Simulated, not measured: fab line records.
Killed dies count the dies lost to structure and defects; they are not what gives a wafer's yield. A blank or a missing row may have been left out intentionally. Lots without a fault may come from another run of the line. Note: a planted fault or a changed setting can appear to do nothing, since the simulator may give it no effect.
Problem report in the 8D (eight disciplines) form, filled by code	flow sky130	the parts of the form that need people (team, actions taken, sign-off) are left out

## 1. PROBLEM STATEMENT
Mean of heaterPowerTotalW at SKY_LDD_P_SOFTBAKE_03: 59.16 W across 4 wafers in 2 lots; on wafers with no fault it is 56.60 W (standard deviation 0.046). Measured from the usual mean, that is +56 standard deviations.
The step: time 60 s.
First seen on wafer L675.4, day 22 05:14, on lithoTrack-01. The record holds 39 wafers of 13 lots with a number at this step. The rule behind "out" and "out of limits": a value lying over 4 standard deviations away from the usual mean. The other wafers with a number count as sound.

## 2. WHAT IT IS, WHAT IT ISN'T
question	is	is not
which readings at this step	heaterPowerTotalW, runLengthS	-
which lots	L675, L677	L667, L668, L670, L671, L672, L673, L674, L685, L686, L687, L688
which wafers of those lots	L675.4, L675.6, L677.1, L677.4	L675.2, L677.5
read on which tools	lithoTrack-01	lithoTrack-02, lithoTrack-03
when	from day 22 05:14	up to then (22 sound wafers); but 13 sound wafers of L677, L685, L686, L687, L688 came after

## 3. SUSPECTS, AND WHAT RULES EACH OUT
Counting: a tool at a process step up to the reading stays a suspect if it ran every lot that is out. Sound lots after the first of them don't rule it out here, since some wafers of a struck lot are sound.
- lithoTrack-01 at SKY_LDD_P_SOFTBAKE_03 (time 60 s): kept. It processed each lot that is out (first: L675, day 22 05:14); up to then, its last sound lot is L674 (day 21 14:38). Out on those wafers are its own readings of heaterPowerTotalW, runLengthS.
Remaining after the count: lithoTrack-01 at SKY_LDD_P_SOFTBAKE_03.

## 4. THE CAUSE (what the simulator had put in)
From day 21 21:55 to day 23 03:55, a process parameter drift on lithoTrack-01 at SKY_LDD_P_SOFTBAKE_03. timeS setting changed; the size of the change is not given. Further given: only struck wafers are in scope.
Counting left only this tool.

## 5. SEQUENCE OF EFFECTS, ordered by route
Each row: a reading where the mean over the struck wafers with a number is more than 3 standard deviations away from the usual. Only readings whose record carries a usual standard deviation are examined. hours: median over the lots of the time between each lot's start at the first step of this table that gives one and its start at this step. sigmas: the change, counted in usual standard deviations.
hours	step	reading	usual	on struck wafers	change	sigmas
0	SKY_LDD_P_SOFTBAKE_03	heaterPowerTotalW	56.60 W	59.16	+2.55	+56
0	SKY_LDD_P_SOFTBAKE_03	runLengthS	89.18 s	81.57	-7.61	-45
Its process steps:
- SKY_LDD_P_SOFTBAKE_03: time 60 s.
At these later measuring or inspecting steps, every struck wafer for which the step has a row has a number for every such reading, and none has moved that far: SKY_LDD_HVN_TW_MEAS_10.

## 6. HOW IT WOULD HAVE BEEN CAUGHT EARLIER
In this record no reading fell out of limits until day 22 05:14, 7 hours after the fault had begun at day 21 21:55.
